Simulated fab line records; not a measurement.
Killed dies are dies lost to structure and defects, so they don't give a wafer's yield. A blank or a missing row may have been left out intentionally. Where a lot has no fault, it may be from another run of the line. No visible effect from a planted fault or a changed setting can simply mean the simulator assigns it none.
Struck lot and sound lot, side by side ; flow sky130 ; 15 steps out of a route of 708
Sound: these wafers, L757.1, L757.4, L757.6. Wafers L756.2, L756.3, L756.4 were the ones struck. Last of all comes the cause.
Per side, at each step with rows, come the tool, then ch with its chambers, and then its first start. Under that, the readings that differ: sound wafers ; struck wafers ; difference of the means ; sigmas: that difference in standard deviations of wafers without a fault.
alike: readings whose means differ by less than 2 such deviations, and words and numbers that are the same on both sides. not compared: withheld readings, readings that some wafer has no value for, bounds like >300 that may hide the same value, and numbers for which the record gives no deviation and whose values overlap.
The two part at a step that has a row with sigmas, a row that says differs or no value, or rows on one side only. Non-overlapping numbers with no deviation appear without sigmas and do not part them. Lack of a reading on every wafer of one side parts them only where that side has two or more wafers.

first, 4 steps without rows for these wafers: SKY_LDD_N_SOFTBAKE_03 (time 60 s); SKY_LDD_N_EXPOSE_04 (exposes mask NTM, target cd 840 nm); SKY_LDD_N_PEB_05; SKY_LDD_N_DEVELOP_06 (develop time 60 s).
SKY_LDD_N_OVL_MEAS_07:
  sound on overlay-01 at day 25 23:01; struck on overlay-01 at day 25 10:08
  alike: LDD_N_OVL
then, 7 steps without rows for these wafers: SKY_LDD_N_IMPLANT_08; SKY_LDD_N_IMPLANT_09; SKY_LDD_N_IMPLANT_10; SKY_LDD_N_IMPLANT_11; SKY_LDD_N_IMPLANT_12; SKY_LDD_N_IMPLANT_13; SKY_LDD_N_IMPLANT_14.
SKY_LDD_N_IMPLANT_15:
  sound on implanter-03 ch 0, day 26 00:06; struck on implanter-01 ch 0, day 25 11:15
reading;sound;struck;difference;sigmas
rotation deg (degrees);270.06 269.99 270.03;438.14 438.12 438.00;+168.06;+99 or more
  alike: end station pressure torr
SKY_LDD_N_STRIP_16: strips in O2/N2.
  sound on plasma asher-01 ch 0,1, day 26 00:15; struck on plasma asher-04 ch 0,1, day 25 11:22
  alike: drypump motor current A, oes product au, strip time to endpoint s
  not compared: rf hours counter h
-- here the record skips 25 days between the struck wafers' starts before and after, leaving off in module LDD_N and picking up in module PAD_OPEN (first step shown: number 708 of the route) --
SKY_PAD_OPEN_PROBE_99:
  sound on prober-02 at day 51 00:47; struck on prober-01 at day 50 18:58
reading;sound;struck;difference;sigmas
model.etest.nfet_01v8_turned.vt sat v (V);0.6635 0.6576 0.661;0.5915 0.5932 0.5998;-0.0659;
model.etest.nfet_01v8_swapped.vt sat v (V);0.6672 0.6586 0.6654;0.6224 0.6224 0.6293;-0.0390;
  alike: killed_at_M0_to_M3, killed_at_M4_up, killed at contacts, killed at front end, killed at other, killed dies, killed open, killed short
  not compared: model.etest.nfet_01v8_turned.vt v

== WHERE THEY PART ==
At SKY_LDD_N_IMPLANT_15 and nowhere else, as far as this record goes. Later steps at which nothing parts them and some readings are alike: SKY_LDD_N_STRIP_16, SKY_PAD_OPEN_PROBE_99.

WHY: the cause the simulator had injected
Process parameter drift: implanter-01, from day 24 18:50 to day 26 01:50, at SKY_LDD_N_IMPLANT_15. From 270, the setting rotation deg moved by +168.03. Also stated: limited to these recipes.
